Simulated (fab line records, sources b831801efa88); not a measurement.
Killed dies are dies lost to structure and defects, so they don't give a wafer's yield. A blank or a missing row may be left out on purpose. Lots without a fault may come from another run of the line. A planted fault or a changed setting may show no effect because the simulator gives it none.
Problem report in the 8D (eight disciplines) form, filled by code | flow sfq_line | the parts of the form that need people (team, actions taken, sign-off) are left out

1. THE PROBLEM
thk_nm at SFQ_TRILAYER_I7_METRO_MEASURE_185 reads a mean of 219.6 nm on 1 wafer of 1 lot; wafers without a fault read 199.9 nm with a standard deviation of 0.87. That is +23 standard deviations from the usual mean.
First seen on wafer L828.4, day 79 20:59, on film_metro-03. The record holds 38 wafers of 13 lots with a number at this step. Rule for "out", or "out of limits": more than 4 standard deviations from the usual mean. The other wafers with a number count as sound.

2. WHAT IT IS AND WHAT IT IS NOT
question                    | is                | is not
which readings at this step | thk_nm            | -
which lots                  | L828              | L810, L811, L812, L813, L814, L815, L816, L817, L818, L820, L821, L822
which wafers of those lots  | L828.4            | L828.5
read on which tools         | film_metro-03     | film_metro-01, film_metro-02
when                        | from day 79 20:59 | up to then (37 sound wafers)

3. SUSPECTS, AND WHAT RULES EACH OUT
Counting: a tool at a process step up to the reading stays a suspect if it ran every lot that is out. Sound lots after the first of them don't rule it out here, since some wafers of a struck lot are sound.
- cmp-02 at SFQ_TRILAYER_I6_CMP_CMP_166 (polishes SiO2): kept. It ran the lot that is out, L828 (day 76 05:25); its last sound lot up to then is L820 (day 73 06:25).
- cmp-01 at SFQ_TRILAYER_I7_CMP_CMP_184 (polishes SiO2): kept. It ran the lot that is out, L828 (day 79 17:46); its last sound lot up to then is L818 (day 73 07:03).
- film_metro-03 at SFQ_TRILAYER_I7_METRO_MEASURE_185: kept. It ran the lot that is out, L828 (day 79 20:59); its last sound lot up to then is L821 (day 74 09:44). Its own readings are out on those wafers: thk_nm.
- Within cmp-02 at SFQ_TRILAYER_I6_CMP_CMP_166: the wafers that are out ran in chamber 2; their sound lot-mates ran in chamber 1.
- Within cmp-01 at SFQ_TRILAYER_I7_CMP_CMP_184: the wafers that are out ran in chamber 2; their sound lot-mates ran in chamber 1.
Left after counting: cmp-02 at SFQ_TRILAYER_I6_CMP_CMP_166, cmp-01 at SFQ_TRILAYER_I7_CMP_CMP_184, film_metro-03 at SFQ_TRILAYER_I7_METRO_MEASURE_185.

4. THE CAUSE (what the simulator had put in)
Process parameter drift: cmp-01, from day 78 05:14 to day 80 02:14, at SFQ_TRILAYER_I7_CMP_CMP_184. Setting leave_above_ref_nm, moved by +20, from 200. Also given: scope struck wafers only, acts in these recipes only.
Counting left 3 suspects, and this tool is among them.

5. THE CHAIN OF EFFECTS, in route order
Each row: a reading whose mean over the struck wafers that have a number lies more than 3 standard deviations from the usual. Only readings for which the record gives a usual standard deviation are gone through. hours: the time from each lot's start at the first step in this table that gives one to its start at this step, as a median over the lots. sigmas: the change in usual standard deviations.
hours | step                                  | reading        | usual      | on struck wafers | change | sigmas
0     | SFQ_TRILAYER_I7_METRO_MEASURE_185     | thk_nm         | 199.9 nm   | 219.6            | +19.7  | +23
4     | SFQ_TRILAYER_I7_VIA_ETCH_VIA_ETCH_190 | oes_product_au | 0.854 a.u. | 0.907            | +0.053 | +11
The process steps in it:
- SFQ_TRILAYER_I7_METRO_MEASURE_185
- SFQ_TRILAYER_I7_VIA_ETCH_VIA_ETCH_190: etches SiO2 in CHF3, stops on Nb, target depth 260 nm.

6. WHAT WOULD HAVE CAUGHT IT SOONER
In this record the first reading out of limits was taken at day 79 20:59, 40 hours after the fault began at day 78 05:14.
Of the tool readings at SFQ_TRILAYER_I7_CMP_CMP_184 for which the record gives a usual standard deviation, none was out on any struck wafer, so an alarm limit of 4 standard deviations on them would not have fired.
All the lots that are out (1) had begun SFQ_TRILAYER_I7_CMP_CMP_184 on cmp-01 by day 79 20:59. A hold on the tool at that time would have spared none of them.
